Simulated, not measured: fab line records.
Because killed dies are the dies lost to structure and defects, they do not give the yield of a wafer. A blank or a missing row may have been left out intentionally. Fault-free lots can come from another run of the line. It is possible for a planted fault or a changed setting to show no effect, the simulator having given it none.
Which tool was responsible?    flow sky130    12 lots with 36 wafers sampled at 2 steps, on a route of 708 steps

WHAT THE GAUGES READ, wafer by wafer
SKY_METAL4_OVL_MEAS_14.
lot   measured      on          METAL4_OVL (nm)
L210  day 42 01:30  overlay-02  6 4 0
L211  day 42 08:45  overlay-01  -10 -4 -6
L212  day 43 00:12  overlay-01  -4 -2 -8
L213  day 43 05:59  overlay-02  -10 -9 -6
L217  day 44 00:36  overlay-01  0 1 -6
L222  day 45 23:45  overlay-01  -3 0 -5
L224  day 46 01:48  overlay-01  -4 9 3
L226  day 46 15:25  overlay-01  1 -2 3
L227  day 46 17:14  overlay-01  -2 -1 -2
L229  day 47 06:00  overlay-01  -11 -14 -11
L231  day 47 19:54  overlay-01  -3 -5 1
L232  day 48 02:04  overlay-01  -8 -6 -6

WHAT TOOL EACH LOT RAN ON (gives the tool, then ch and the chambers of the sampled wafers, and finally the start)
lot   SKY_CONTACT_ETCH_17
L210  rieDiel-02 ch 0,2,3, day 31 18:28
L211  rieDiel-04 ch 2,3, day 32 05:17
L212  rieDiel-02 ch 1,2,3, day 32 21:52
L213  rieDiel-01 ch 1,2,3, day 33 04:16
L217  rieDiel-01 ch 2,3, day 34 02:47
L222  rieDiel-04 ch 0,2, day 36 10:41
L224  rieDiel-01 ch 1,2,3, day 36 13:38
L226  rieDiel-02 ch 2,3, day 37 05:20
L227  rieDiel-04 ch 1,2, day 37 06:50
L229  rieDiel-04 ch 0,2, day 38 00:20
L231  rieDiel-02 ch 0,3, day 38 20:08
L232  rieDiel-04 ch 1,2, day 39 01:04
- SKY_CONTACT_ETCH_17: etches SiO2 in C4F8/O2/Ar, stops on Si3N4, target depth 340 nm.

WHAT THE TOOLS THEMSELVES READ (means of the sampled wafers that have a number; where no wafer has one, the mark that the record gives instead)
SKY_CONTACT_ETCH_17.
lot   tool        chamberPressureMTorr (mTorr)  oesProductAu (a.u.)
L210  rieDiel-02  40.00                         0.894
L211  rieDiel-04  40.03                         0.893
L212  rieDiel-02  40.02                         0.890
L213  rieDiel-01  40.02                         0.894
L217  rieDiel-01  40.01                         0.894
L222  rieDiel-04  40.02                         0.893
L224  rieDiel-01  39.96                         0.889
L226  rieDiel-02  40.02                         0.891
L227  rieDiel-04  40.02                         0.892
L229  rieDiel-04  40.02                         0.888
L231  rieDiel-02  39.98                         0.893
L232  rieDiel-04  40.00                         0.893

THE ANSWER, worked out from the rows above alone
Rule: the usual values come from the lots themselves. The widest of any qualifying gaps counts: lots, ordered by their means at a reading, are off when they make up no more than a third of the lots, leave a main group of 4 or more, and stand apart from it by 3 or more times the standard deviation of that group's means. The tables above print the reading to a certain number of digits; a main group whose means all agree to those digits is not used. Also off: a lot with no number at a reading for which 4 or more lots have one. All remaining lots with rows at the step are treated as sound. The gauges are gone through in route order, then the tools' own readings, and for those a lot's mean is taken as printed above. At the first step where some lot is off, the reading lying furthest off is the one used; lots without a number count as furthest.
Across all readings shown, no lot is off: no conclusion can be drawn from this.

WHAT THE SIMULATOR HAD PUT IN
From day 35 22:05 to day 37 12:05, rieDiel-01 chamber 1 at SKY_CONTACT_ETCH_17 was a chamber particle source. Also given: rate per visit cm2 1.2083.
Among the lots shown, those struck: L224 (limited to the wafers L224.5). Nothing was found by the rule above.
